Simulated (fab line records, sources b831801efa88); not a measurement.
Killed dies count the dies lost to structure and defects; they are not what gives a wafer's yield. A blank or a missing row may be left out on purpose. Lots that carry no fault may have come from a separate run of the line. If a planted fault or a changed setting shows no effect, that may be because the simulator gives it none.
Which tool is to blame? + flow sky130 + 13 lots, 38 wafers sampled, at 4 steps of a route of 708

WHAT EACH GAUGE READ, for each wafer
SKY_VIA1_BOW_MEAS_03. Usual: VIA1_BOW 81 um, standard deviation 6.6.
| lot  | measured     | on           | VIA1_BOW (um) | flag |
|------|--------------|--------------|---------------|------|
| L461 | day 33 18:34 | filmMetro-04 | 84 81 81      |      |
| L459 | day 33 19:32 | filmMetro-04 | 79 86 84      |      |
| L463 | day 34 05:16 | filmMetro-02 | 88 79 84      |      |
| L472 | day 37 06:01 | filmMetro-03 | 82 76 69      |      |
| L473 | day 37 13:26 | filmMetro-02 | 81 72 78      |      |
| L474 | day 37 17:13 | filmMetro-04 | 78 80 86      |      |
| L475 | day 37 19:10 | filmMetro-02 | 91 84 74      |      |
| L478 | day 39 13:22 | filmMetro-03 | 82 74 86      |      |
| L476 | day 39 17:20 | filmMetro-04 | 91 74 80      |      |
| L480 | day 39 18:37 | filmMetro-02 | 74 89 75      |      |
| L477 | day 39 19:30 | filmMetro-04 | 83 66         |      |
| L481 | day 39 20:13 | filmMetro-04 | 92 92 90      |      |
| L482 | day 40 02:27 | filmMetro-02 | 77 87 87      |      |

SKY_VIA2_BOW_MEAS_03. Usual: VIA2_BOW 86 um, standard deviation 6.7.
| lot  | measured     | on           | VIA2_BOW (um) | flag |
|------|--------------|--------------|---------------|------|
| L461 | day 36 01:25 | filmMetro-03 | 87 84 83      |      |
| L459 | day 36 03:13 | filmMetro-01 | 83 89 89      |      |
| L463 | day 36 12:09 | filmMetro-03 | 94 87 90      |      |
| L472 | day 39 10:53 | filmMetro-01 | 84 80 74      |      |
| L473 | day 39 18:20 | filmMetro-01 | 84 76 81      |      |
| L474 | day 39 22:28 | filmMetro-02 | 85 86 91      |      |
| L475 | day 40 00:54 | filmMetro-03 | 96 90 80      |      |
| L478 | day 41 17:01 | filmMetro-01 | 89 82 91      |      |
| L476 | day 41 20:56 | filmMetro-03 | 93 78 82      |      |
| L480 | day 41 23:07 | filmMetro-01 | 78 93 77      |      |
| L477 | day 41 23:41 | filmMetro-02 | 88 72         |      |
| L481 | day 42 00:58 | filmMetro-01 | 98 97 95      |      |
| L482 | day 42 07:02 | filmMetro-01 | 83 93 96      |      |

WHAT TOOL EACH LOT RAN ON (gives the tool, then ch and the chambers of the sampled wafers, and finally the start)
| lot  | SKY_SD_P_SOFTBAKE_03             | SKY_METAL2_ETCH_18               |
|------|----------------------------------|----------------------------------|
| L461 | lithoTrack-01 ch 0, day 25 19:52 | rieMetal-01 ch 0,1, day 36 00:09 |
| L459 | lithoTrack-01 ch 0, day 25 23:49 | rieMetal-03 ch 0,1, day 36 01:58 |
| L463 | lithoTrack-01 ch 0, day 26 09:06 | rieMetal-03 ch 0,1, day 36 10:55 |
| L472 | lithoTrack-01 ch 0, day 29 17:13 | rieMetal-03 ch 0, day 39 09:38   |
| L473 | lithoTrack-01 ch 0, day 30 00:19 | rieMetal-01 ch 0,1, day 39 17:02 |
| L474 | lithoTrack-02 ch 0, day 30 06:04 | rieMetal-01 ch 1, day 39 21:04   |
| L475 | lithoTrack-02 ch 0, day 30 10:34 | rieMetal-03 ch 0,1, day 39 23:40 |
| L478 | lithoTrack-02 ch 0, day 32 06:58 | rieMetal-01 ch 0,1, day 41 15:43 |
| L476 | lithoTrack-04 ch 0, day 32 08:35 | rieMetal-01 ch 1, day 41 19:32   |
| L480 | lithoTrack-02 ch 0, day 32 10:15 | rieMetal-04 ch 1, day 41 21:49   |
| L477 | lithoTrack-04 ch 0, day 32 10:33 | rieMetal-01 ch 0,1, day 41 22:26 |
| L481 | lithoTrack-01 ch 0, day 32 11:12 | rieMetal-04 ch 0,1, day 41 23:44 |
| L482 | lithoTrack-04 ch 0, day 32 20:38 | rieMetal-03 ch 0,1, day 42 05:19 |
- SKY_SD_P_SOFTBAKE_03: time 60 s.
- SKY_METAL2_ETCH_18: etches BARC in N2/H2, stops on SiO2, time 45.9 s, target depth 60 nm.

AS READ BY THE TOOLS THEMSELVES (means over the sampled wafers that have a number; for cases with no such wafer, the mark the record gives instead)
SKY_SD_P_SOFTBAKE_03. Usual: resistLineTempC 22.98 C, standard deviation 0.094; runLengthS 89.24 s, standard deviation 0.28.
| lot  | tool          | resistLineTempC (C) | runLengthS (s) | flag |
|------|---------------|---------------------|----------------|------|
| L461 | lithoTrack-01 | 22.98               | 89.55          |      |
| L459 | lithoTrack-01 | 22.89               | 89.59          |      |
| L463 | lithoTrack-01 | 22.92               | 89.61          |      |
| L472 | lithoTrack-01 | 23.07               | 97.19          | OFF  |
| L473 | lithoTrack-01 | 22.99               | 97.05          | OFF  |
| L474 | lithoTrack-02 | 22.81               | 89.11          |      |
| L475 | lithoTrack-02 | 22.89               | 89.01          |      |
| L478 | lithoTrack-02 | 22.96               | 88.99          |      |
| L476 | lithoTrack-04 | 22.99               | 89.04          |      |
| L480 | lithoTrack-02 | 22.95               | 89.04          |      |
| L477 | lithoTrack-04 | 23.06               | 89.21          |      |
| L481 | lithoTrack-01 | 22.98               | 89.72          |      |
| L482 | lithoTrack-04 | 22.95               | 89.14          |      |

SKY_METAL2_ETCH_18. Usual: drypumpMotorCurrentA 5.8 A, standard deviation 0.47; oesProductAu 0.855 a.u., standard deviation 0.0045; throttleValvePct 13.222 %, standard deviation 0.0086.
| lot  | tool        | drypumpMotorCurrentA (A) | oesProductAu (a.u.) | throttleValvePct (%) | flag |
|------|-------------|--------------------------|---------------------|----------------------|------|
| L461 | rieMetal-01 | 6.0                      | 0.858               | 13.221               |      |
| L459 | rieMetal-03 | 5.1                      | 0.858               | 13.225               |      |
| L463 | rieMetal-03 | 5.2                      | 0.859               | 13.225               |      |
| L472 | rieMetal-03 | 5.0                      | 0.850               | 13.218               |      |
| L473 | rieMetal-01 | 6.0                      | 0.858               | 13.221               |      |
| L474 | rieMetal-01 | 6.3                      | 0.853               | 13.224               |      |
| L475 | rieMetal-03 | 5.2                      | 0.854               | 13.218               |      |
| L478 | rieMetal-01 | 6.2                      | 0.862               | 13.219               |      |
| L476 | rieMetal-01 | 6.3                      | 0.857               | 13.223               |      |
| L480 | rieMetal-04 | 5.9                      | 0.858               | 13.224               |      |
| L477 | rieMetal-01 | 6.1                      | 0.849               | 13.218               |      |
| L481 | rieMetal-04 | 6.0                      | 0.858               | 13.226               |      |
| L482 | rieMetal-03 | 5.2                      | 0.854               | 13.227               |      |

THE ANSWER, worked out from the rows above alone
Rule: lot off if the mean of its wafers having a number is beyond 3 standard deviations from the usual mean. A lot without any number at a reading at which 4 lots or more have one is off too. Any other lot the step has rows for is counted as sound. The gauges are gone through in route order, then the tools' own readings, and for those a lot's mean is taken as printed above. At the first step where some lot is off, the reading lying furthest off is the one used; lots without a number count as furthest.
Off, at SKY_SD_P_SOFTBAKE_03 on runLengthS: L472, L473.
A tool fits if, at that step or a process step before it, it ran every lot that is off, and no sound lot after the first of them. None of those tried fits.

WHAT HAD BEEN PUT IN BY THE SIMULATOR
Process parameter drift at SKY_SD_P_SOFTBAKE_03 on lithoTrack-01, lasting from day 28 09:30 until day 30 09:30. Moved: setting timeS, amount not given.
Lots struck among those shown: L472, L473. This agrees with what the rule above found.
